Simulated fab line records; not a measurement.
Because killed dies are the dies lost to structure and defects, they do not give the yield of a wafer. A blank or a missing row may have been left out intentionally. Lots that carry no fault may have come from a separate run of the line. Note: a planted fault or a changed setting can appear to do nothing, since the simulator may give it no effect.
What tool caused it? | flow gf180mcu | 11 lots, 33 wafers sampled, at 2 steps of a route of 602

== WHAT THE GAUGES SHOWED, per wafer ==
GF_VT_IMPLANT_RS_MEAS_48: uses a four-point probe to measure.
lot  | measured     | on            | LVPWELL_RS (ohm/sq)
L856 | day 7 12:44  | film-metro-03 | 1201 1200 1200
L857 | day 7 17:29  | film-metro-03 | 1199 1198 1197
L861 | day 9 00:07  | film-metro-04 | 1123 1122 1124
L865 | day 10 02:06 | film-metro-04 | 1121 1127 1123
L871 | day 11 22:02 | film-metro-01 | 1192 1192 1191
L873 | day 12 07:32 | film-metro-03 | 1198 1199 1203
L875 | day 12 22:26 | film-metro-04 | 1194 1195 1196
L876 | day 13 04:03 | film-metro-03 | 1194 1195 1197
L877 | day 13 09:22 | film-metro-03 | 1200 1201 1203
L878 | day 13 16:47 | film-metro-03 | 1195 1195 1195
L879 | day 14 01:24 | film-metro-04 | 1197 1197 1194

== WHICH TOOL RAN EACH LOT (tool, then ch and the chambers of the sampled wafers, then the start) ==
lot  | GF_LVPWELL_IMPLANT_09
L856 | implanter-02 ch 0, day 3 20:08
L857 | implanter-02 ch 0, day 4 00:55
L861 | implanter-03 ch 0, day 5 01:32
L865 | implanter-03 ch 0, day 5 23:16
L871 | implanter-04 ch 0, day 7 10:22
L873 | implanter-04 ch 0, day 7 20:43
L875 | implanter-02 ch 0, day 8 08:35
L876 | implanter-02 ch 0, day 8 13:46
L877 | implanter-04 ch 0, day 8 18:02
L878 | implanter-02 ch 0, day 8 23:37
L879 | implanter-04 ch 0, day 9 07:23
- GF_LVPWELL_IMPLANT_09

== THE ANSWER, worked out from the rows above alone ==
Rule: what is usual is taken from the lots themselves. The widest of any qualifying gaps counts: lots, ordered by their means at a reading, are off when they make up no more than a third of the lots, leave a main group of 4 or more, and stand apart from it by 3 or more times the standard deviation of that group's means. The tables above print the reading to a certain number of digits; a main group whose means all agree to those digits is not used. A lot without any number at a reading at which 4 lots or more have one is off too. Any other lot the step has rows for is counted as sound.
Off: at GF_VT_IMPLANT_RS_MEAS_48 (LVPWELL_RS), L861, L865. Main group: mean 1197 ohm/sq, sd 3.
If a tool, at a process step before that reading, ran all the lots that are off and no sound lot after the first of them, it fits. The gauges at GF_VT_IMPLANT_RS_MEAS_48 are tried like those tools. One fits: implanter-03 at GF_LVPWELL_IMPLANT_09. It ran no sound lot before its first lot that is off in this sample, so the start can't be narrowed down.

== WHAT THE SIMULATOR HAD INSERTED ==
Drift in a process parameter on implanter-03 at GF_LVPWELL_IMPLANT_09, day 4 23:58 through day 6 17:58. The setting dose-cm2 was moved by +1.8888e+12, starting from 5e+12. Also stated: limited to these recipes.
Lots struck among those shown: L861, L865. The same result came from the rule above.
